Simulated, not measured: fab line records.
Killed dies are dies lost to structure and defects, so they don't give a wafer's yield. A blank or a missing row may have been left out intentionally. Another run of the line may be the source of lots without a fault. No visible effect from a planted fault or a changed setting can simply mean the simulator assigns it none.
Which tool is to blame? ; flow sky130 ; 13 lots, 39 wafers sampled, at 5 steps of a route of 708

== WHAT THE GAUGES READ, wafer by wafer ==
SKY_FIELD_ISO_THK_MEAS_04.
lot;measured;on;FIELD_ISO_CVD_03_THK (nm)
L893;day 1 20:17;film metro-03;166.4 163.7 164.7
L894;day 2 00:20;film metro-04;163.3 162.9 163.8
L898;day 2 20:43;film metro-04;165.6 165.4 163.9
L899;day 3 00:29;film metro-02;163.5 162.7 164.2
L900;day 3 05:38;film metro-02;164.9 163.9 163.0
L904;day 5 07:26;film metro-03;165.2 165.6 165.4
L905;day 5 07:26;film metro-04;164.1 163.9 165.6
L906;day 5 07:26;film metro-02;165.2 165.1 164.3
L909;day 5 07:29;film metro-02;164.2 165.2 164.6
L907;day 5 07:30;film metro-03;164.9 164.6 163.9
L910;day 5 10:16;film metro-02;162.5 162.7 162.7
L912;day 5 17:29;film metro-03;165.1 165.2 163.5
L913;day 5 23:56;film metro-02;166.4 167.0 165.8

SKY_NWELL_OVL_MEAS_10.
lot;measured;on;NWELL_00_OVL (nm)
L893;day 4 17:55;overlay-02;1.8 0.6 1.7
L894;day 4 22:30;overlay-02;-0.8 -0.2 -1.1
L898;day 5 22:59;overlay-02;0.3 0.5 0.2
L899;day 6 00:08;overlay-02;0.0 -0.8 -0.3
L900;day 6 04:47;overlay-01;2.3 -0.1 0.9
L904;day 8 21:32;overlay-01;1.6 1.8 0.7
L905;day 8 22:52;overlay-01;2.2 2.7 2.4
L906;day 9 00:16;overlay-02;2.8 3.3 1.3
L909;day 8 23:26;overlay-01;0.3 0.3 -1.4
L907;day 8 21:13;overlay-02;-1.2 -0.4 -0.5
L910;day 9 04:53;overlay-02;0.8 1.5 -1.5
L912;day 9 10:52;overlay-01;0.9 1.0 0.3
L913;day 9 15:23;overlay-01;1.2 1.8 2.9

SKY_SONOS_ONO_THK_MEAS_05.
lot;measured;on;SONOS_ONO_CVD_04_THK (nm)
L893;day 11 17:06;film metro-04;5.82 5.95 5.87
L894;day 11 18:22;film metro-02;5.71 5.70 5.61
L898;day 13 09:36;film metro-04;8.49 8.66 8.54
L899;day 13 09:36;film metro-02;8.39 8.38 8.47
L900;day 13 18:53;film metro-02;8.41 8.59 8.59
L904;day 17 09:45;film metro-02;5.48 5.50 5.41
L905;day 17 14:47;film metro-02;5.54 5.53 5.58
L906;day 17 17:12;film metro-03;5.75 5.63 5.85
L909;day 17 17:12;film metro-04;5.82 5.79 5.80
L907;day 17 14:48;film metro-04;5.80 5.80 5.76
L910;day 17 23:01;film metro-04;5.71 5.70 5.69
L912;day 18 06:31;film metro-03;5.83 5.90 5.82
L913;day 18 12:59;film metro-04;5.69 5.83 5.85

== TOOL THAT RAN EACH LOT (tool first, then ch and the chambers of the sampled wafers, then the start) ==
lot;SKY_NWELL_RTA_28;SKY_SONOS_ONO_CVD_04
L893;rtp anneal-01 ch 0, day 5 09:11;lpcvd-03 ch 0, day 11 15:12
L894;rtp anneal-02 ch 0, day 5 14:45;lpcvd-03 ch 1, day 11 17:05
L898;rtp anneal-02 ch 0, day 6 17:23;lpcvd-03 ch 0, day 13 07:43
L899;rtp anneal-01 ch 0, day 6 18:02;lpcvd-03 ch 0, day 13 07:43
L900;rtp anneal-02 ch 0, day 6 23:53;lpcvd-03 ch 1, day 13 17:38
L904;rtp anneal-01 ch 0, day 9 18:51;lpcvd-03 ch 0, day 17 07:52
L905;rtp anneal-01 ch 0, day 9 20:53;lpcvd-03 ch 0, day 17 13:32
L906;rtp anneal-01 ch 0, day 9 22:36;lpcvd-03 ch 1, day 17 15:57
L909;rtp anneal-02 ch 0, day 9 21:54;lpcvd-03 ch 0, day 17 15:57
L907;rtp anneal-02 ch 0, day 9 19:48;lpcvd-03 ch 0, day 17 13:32
L910;rtp anneal-02 ch 0, day 10 03:02;lpcvd-03 ch 1, day 17 21:46
L912;rtp anneal-02 ch 0, day 10 10:13;lpcvd-03 ch 0, day 18 05:16
L913;rtp anneal-02 ch 0, day 10 13:53;lpcvd-03 ch 0, day 18 11:44
- SKY_NWELL_RTA_28: time 30 s.
- SKY_SONOS_ONO_CVD_04: deposits SiO2 from SiH4/N2O, target thk 5.7199 nm.

== AS READ BY THE TOOLS THEMSELVES (means over the sampled wafers that have a number; for cases with no such wafer, the mark the record gives instead) ==
SKY_NWELL_RTA_28.
lot;tool;chamber o2 ppm;lamp power pct (%);wafer_temp_C_max
L893;rtp anneal-01;2.021;25.28;1054.8
L894;rtp anneal-02;1.988;25.31;1054.7
L898;rtp anneal-02;2.013;25.29;1054.4
L899;rtp anneal-01;1.988;25.32;1054.6
L900;rtp anneal-02;1.977;25.28;1055.0
L904;rtp anneal-01;1.983;25.31;1055.0
L905;rtp anneal-01;1.987;25.31;1054.3
L906;rtp anneal-01;1.991;25.28;1054.9
L909;rtp anneal-02;1.987;25.25;1056.0
L907;rtp anneal-02;2.001;25.31;1055.0
L910;rtp anneal-02;1.969;25.32;1055.1
L912;rtp anneal-02;2.007;25.30;1055.6
L913;rtp anneal-02;1.989;25.30;1054.8

SKY_SONOS_ONO_CVD_04.
lot;tool;spike tc centre C (C);spike tc lower C (C)
L893;lpcvd-03;899.1;899.0
L894;lpcvd-03;902.3;903.0
L898;lpcvd-03;899.6;898.5
L899;lpcvd-03;900.9;900.1
L900;lpcvd-03;902.1;902.7
L904;lpcvd-03;898.9;899.2
L905;lpcvd-03;898.7;899.3
L906;lpcvd-03;902.1;902.9
L909;lpcvd-03;900.6;899.0
L907;lpcvd-03;899.6;898.8
L910;lpcvd-03;902.2;902.2
L912;lpcvd-03;899.7;899.8
L913;lpcvd-03;899.3;899.4

== THE ANSWER, worked out from the rows above alone ==
Rule: the lots themselves supply what counts as usual. The widest of any qualifying gaps counts: lots, ordered by their means at a reading, are off when they make up no more than a third of the lots, leave a main group of 4 or more, and stand apart from it by 3 or more times the standard deviation of that group's means. The tables above print the reading to a certain number of digits; a main group whose means all agree to those digits is not used. A lot without any number at a reading at which 4 lots or more have one is off too. The other lots that the step has rows for count as sound. First the gauges in route order, then the tools' own readings, where a lot's mean is used as printed above. The first step at which some lot is off is used, and at that step the reading that is off furthest; a lot without a number counts as furthest.
Off: L898, L899, L900, at SKY_SONOS_ONO_THK_MEAS_05 (SONOS_ONO_CVD_04_THK). Main group: mean 5.72 nm, sd 0.13.
A tool fits if, at a process step before that reading, it ran every lot that is off, and no sound lot after the first of them. The gauges at SKY_SONOS_ONO_THK_MEAS_05 are tried like those tools. Not one of the candidates tried fits.

== WHAT WAS PUT IN BY THE SIMULATOR ==
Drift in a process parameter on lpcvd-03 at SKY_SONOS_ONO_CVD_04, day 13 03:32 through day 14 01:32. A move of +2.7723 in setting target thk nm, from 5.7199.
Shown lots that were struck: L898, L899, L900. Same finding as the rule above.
